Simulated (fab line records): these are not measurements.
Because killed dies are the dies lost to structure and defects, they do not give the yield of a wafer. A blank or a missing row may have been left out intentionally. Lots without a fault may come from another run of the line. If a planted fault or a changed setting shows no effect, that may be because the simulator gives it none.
Tool commonality check || flow sky130 || 15 lots and 45 wafers in the sample

== THE REASON FOR OPENING IT ==
3 of 15 lots carry a flag on the reading NWELL_2_TW at SKY_NWELL_TW_MEAS_26. Wafers without a fault read 498, standard deviation 5.
Rule: a lot is flagged when every wafer of it that has a number lies more than 4 standard deviations from that mean, or none has a number. The other lots count as sound.

{"lot": "L594", "measured": "day 5 04:07", "on": "film-metro-03", "NWELL_2_TW, wafer by wafer": "492 496 493", "flag": ""}
{"lot": "L595", "measured": "day 5 13:59", "on": "film-metro-04", "NWELL_2_TW, wafer by wafer": "502 504 506", "flag": ""}
{"lot": "L596", "measured": "day 5 19:17", "on": "film-metro-03", "NWELL_2_TW, wafer by wafer": "492 491 492", "flag": ""}
{"lot": "L597", "measured": "day 6 02:26", "on": "film-metro-03", "NWELL_2_TW, wafer by wafer": "488 490 490", "flag": ""}
{"lot": "L598", "measured": "day 6 07:20", "on": "film-metro-04", "NWELL_2_TW, wafer by wafer": "502 503 503", "flag": ""}
{"lot": "L600", "measured": "day 6 22:53", "on": "film-metro-04", "NWELL_2_TW, wafer by wafer": "504 507 504", "flag": ""}
{"lot": "L601", "measured": "day 7 07:57", "on": "film-metro-03", "NWELL_2_TW, wafer by wafer": "492 494 491", "flag": ""}
{"lot": "L605", "measured": "day 8 05:46", "on": "film-metro-01", "NWELL_2_TW, wafer by wafer": "494 499 500", "flag": ""}
{"lot": "L606", "measured": "day 8 10:36", "on": "film-metro-03", "NWELL_2_TW, wafer by wafer": "493 494 491", "flag": ""}
{"lot": "L607", "measured": "day 8 20:16", "on": "film-metro-04", "NWELL_2_TW, wafer by wafer": "1847 1849 1835", "flag": "FLAGGED"}
{"lot": "L608", "measured": "day 8 22:29", "on": "film-metro-04", "NWELL_2_TW, wafer by wafer": "1843 1840 1847", "flag": "FLAGGED"}
{"lot": "L609", "measured": "day 9 03:46", "on": "film-metro-03", "NWELL_2_TW, wafer by wafer": "1823 1811 1811", "flag": "FLAGGED"}
{"lot": "L613", "measured": "day 10 04:32", "on": "film-metro-03", "NWELL_2_TW, wafer by wafer": "495 494 490", "flag": ""}
{"lot": "L614", "measured": "day 10 10:49", "on": "film-metro-03", "NWELL_2_TW, wafer by wafer": "495 495 496", "flag": ""}
{"lot": "L615", "measured": "day 10 20:43", "on": "film-metro-01", "NWELL_2_TW, wafer by wafer": "496 494 498", "flag": ""}
On average the flagged lots read 1834, which is +1336 against the usual, or +99 or more standard deviations.

== WHICH TOOL EACH LOT WENT THROUGH ==
The record holds 1 process step before the reading, out of a route of 708 steps. Every cell lists first the tool, next ch and the chambers used by the sampled wafers, and last the start.
{"lot": "L594", "flag": "", "SKY_NWELL_COAT_05": "litho-track-02 ch 0, day 4 02:22"}
{"lot": "L595", "flag": "", "SKY_NWELL_COAT_05": "litho-track-04 ch 0, day 4 09:50"}
{"lot": "L596", "flag": "", "SKY_NWELL_COAT_05": "litho-track-01 ch 0, day 4 16:12"}
{"lot": "L597", "flag": "", "SKY_NWELL_COAT_05": "litho-track-01 ch 0, day 4 22:56"}
{"lot": "L598", "flag": "", "SKY_NWELL_COAT_05": "litho-track-02 ch 0, day 5 03:29"}
{"lot": "L600", "flag": "", "SKY_NWELL_COAT_05": "litho-track-01 ch 0, day 5 18:05"}
{"lot": "L601", "flag": "", "SKY_NWELL_COAT_05": "litho-track-04 ch 0, day 6 01:28"}
{"lot": "L605", "flag": "", "SKY_NWELL_COAT_05": "litho-track-02 ch 0, day 6 21:55"}
{"lot": "L606", "flag": "", "SKY_NWELL_COAT_05": "litho-track-02 ch 0, day 7 02:37"}
{"lot": "L607", "flag": "FLAGGED", "SKY_NWELL_COAT_05": "litho-track-01, day 7 11:59"}
{"lot": "L608", "flag": "FLAGGED", "SKY_NWELL_COAT_05": "litho-track-01, day 7 14:12"}
{"lot": "L609", "flag": "FLAGGED", "SKY_NWELL_COAT_05": "litho-track-01, day 7 18:26"}
{"lot": "L613", "flag": "", "SKY_NWELL_COAT_05": "litho-track-02 ch 0, day 8 17:55"}
{"lot": "L614", "flag": "", "SKY_NWELL_COAT_05": "litho-track-04 ch 0, day 9 00:41"}
{"lot": "L615", "flag": "", "SKY_NWELL_COAT_05": "litho-track-04 ch 0, day 9 09:32"}
What these steps do:
- SKY_NWELL_COAT_05: resist thk 3000 nm.
- SKY_NWELL_TW_MEAS_26

== FLAGGED AGAINST TOTAL, ONE TOOL AT A TIME (gauges that did the reading follow at the end) ==
{"step": "SKY_NWELL_COAT_05", "tool": "litho-track-01", "lots run": 6, "flagged": 3, "share of the flagged lots": "all", "sound lots run after its first flagged lot": 0}
{"step": "SKY_NWELL_COAT_05", "tool": "litho-track-02", "lots run": 5, "flagged": 0, "share of the flagged lots": "none", "sound lots run after its first flagged lot": "-"}
{"step": "SKY_NWELL_COAT_05", "tool": "litho-track-04", "lots run": 4, "flagged": 0, "share of the flagged lots": "none", "sound lots run after its first flagged lot": "-"}
{"step": "SKY_NWELL_TW_MEAS_26", "tool": "film-metro-01", "lots run": 2, "flagged": 0, "share of the flagged lots": "none", "sound lots run after its first flagged lot": "-"}
{"step": "SKY_NWELL_TW_MEAS_26", "tool": "film-metro-03", "lots run": 8, "flagged": 1, "share of the flagged lots": "some", "sound lots run after its first flagged lot": "2 (L613,L614)"}
{"step": "SKY_NWELL_TW_MEAS_26", "tool": "film-metro-04", "lots run": 5, "flagged": 2, "share of the flagged lots": "some", "sound lots run after its first flagged lot": 0}

== WHAT IS ALLOWED BY THE TABLE ==
Rows of the table that ran each flagged lot: 1, that is litho-track-01 at SKY_NWELL_COAT_05.
- litho-track-01 at SKY_NWELL_COAT_05 ran 6 lots, 3 of them flagged. It ran its last sound lot, L600, at day 5 18:05 and its first flagged lot, L607, at day 7 11:59: a fault with its onset between the two fits. On the flagged lots its readings are blank where sound lots have values: chill-plate-temp-C, dispense-pressure-kPa.
One tool is left: litho-track-01 at SKY_NWELL_COAT_05.

== WHAT HAD BEEN PUT IN BY THE SIMULATOR ==
Skipped step whole: litho-track-01, from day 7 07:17 on, at SKY_NWELL_COAT_05. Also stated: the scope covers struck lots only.
Lots struck among those shown: L607, L608, L609. The rule above found the same.
